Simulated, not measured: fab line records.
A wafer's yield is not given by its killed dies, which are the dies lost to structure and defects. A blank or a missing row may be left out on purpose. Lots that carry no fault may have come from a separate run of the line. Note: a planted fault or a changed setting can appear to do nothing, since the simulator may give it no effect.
Comparing a struck lot with a sound one + flow sky130 + 15 steps out of a route of 708
Sound: wafers L594.1, L594.3, L594.6. Struck: wafers L609.1, L609.2, L609.4. The cause comes at the end.
Per side, at each step with rows, come the tool, then ch with its chambers, and then its first start. Under that, the readings that differ: sound wafers + struck wafers + difference of the means + sigmas: that difference in standard deviations of wafers without a fault.
alike: words and numbers the same on both sides, and readings whose means are apart by under 2 such deviations; not compared: readings that were withheld, readings missing a value for some wafer, numbers with overlapping values and no deviation given by the record, and bounds like >300 which may hide the same value.
The two part at a step that has a row with sigmas, a row that says differs or no value, or rows on one side only. When numbers do not overlap yet have no deviation, they are printed without sigmas and do not part them. A reading that every wafer of one side lacks parts them only if that side has two wafers or more.

first, 6 steps without rows for these wafers: SKY_PASSIVATION_HMDS_05 (prime time 60 s); SKY_PASSIVATION_COAT_06 (resist thk 3000 nm); SKY_PASSIVATION_SOFTBAKE_07; SKY_PASSIVATION_EXPOSE_08 (exposes mask NSM, target cd 3000 nm); SKY_PASSIVATION_PEB_09; SKY_PASSIVATION_DEVELOP_10 (develop time 60 s).
SKY_PASSIVATION_ETCH_11: etches the open film in CF4/O2, stops on AlCu, target depth 725 nm, time 161.1 s.
  sound on rie diel-04 ch 0,2,3, day 45 20:06; struck on rie diel-01 ch 0,2, day 49 08:04
  alike: chamber pressure mTorr, drypump motor current A, oes product au, throttle valve pct
  not compared: rf hours counter h
SKY_PASSIVATION_STRIP_12: strips in O2/N2.
  sound on plasma asher-03 ch 0,1, day 45 20:13; struck on plasma asher-04 ch 0,1, day 49 08:10
  alike: chamber pressure mTorr, drypump motor current A, oes product au, strip time to endpoint s
  not compared: rf hours counter h
then, 4 steps without rows for these wafers: SKY_PAD_OPEN_DEHYDRATE_00 (time 60 s); SKY_PAD_OPEN_HMDS_01 (prime time 60 s); SKY_PAD_OPEN_COAT_02 (resist thk 3000 nm); SKY_PAD_OPEN_SOFTBAKE_03.
SKY_PAD_OPEN_EXPOSE_04: exposes mask PDM, target cd 60000 nm.
  sound on iline stepper-02 ch 0, day 46 08:04; struck on iline stepper-01 ch 0, day 49 17:35
| reading                          | sound                | struck         | difference | sigmas |
|----------------------------------|----------------------|----------------|------------|--------|
| model.PAD_OPEN.overlay x nm (nm) | -1.922 -1.922 -1.922 | 6322 6322 6322 | +6324      |        |
  alike: mask, focus offset nm
after that, 1 step had no rows for these wafers: SKY_PAD_OPEN_PEB_05.
SKY_PAD_OPEN_PROBE_99:
  sound on prober-01 at day 46 19:29; struck on prober-01 at day 50 02:52
  alike: defect limited yield, killed_at_M0_to_M3, killed_at_M4_up, killed at contacts, killed at front end, killed at other, killed dies, killed open, killed short, sort_bin_3_pad_short, sort_bin_5_function, sort_bin_6_memory, sort n pass, sort yield pct

== WHERE THEY PART ==
Nowhere in this record.

WHY: what the simulator had put in
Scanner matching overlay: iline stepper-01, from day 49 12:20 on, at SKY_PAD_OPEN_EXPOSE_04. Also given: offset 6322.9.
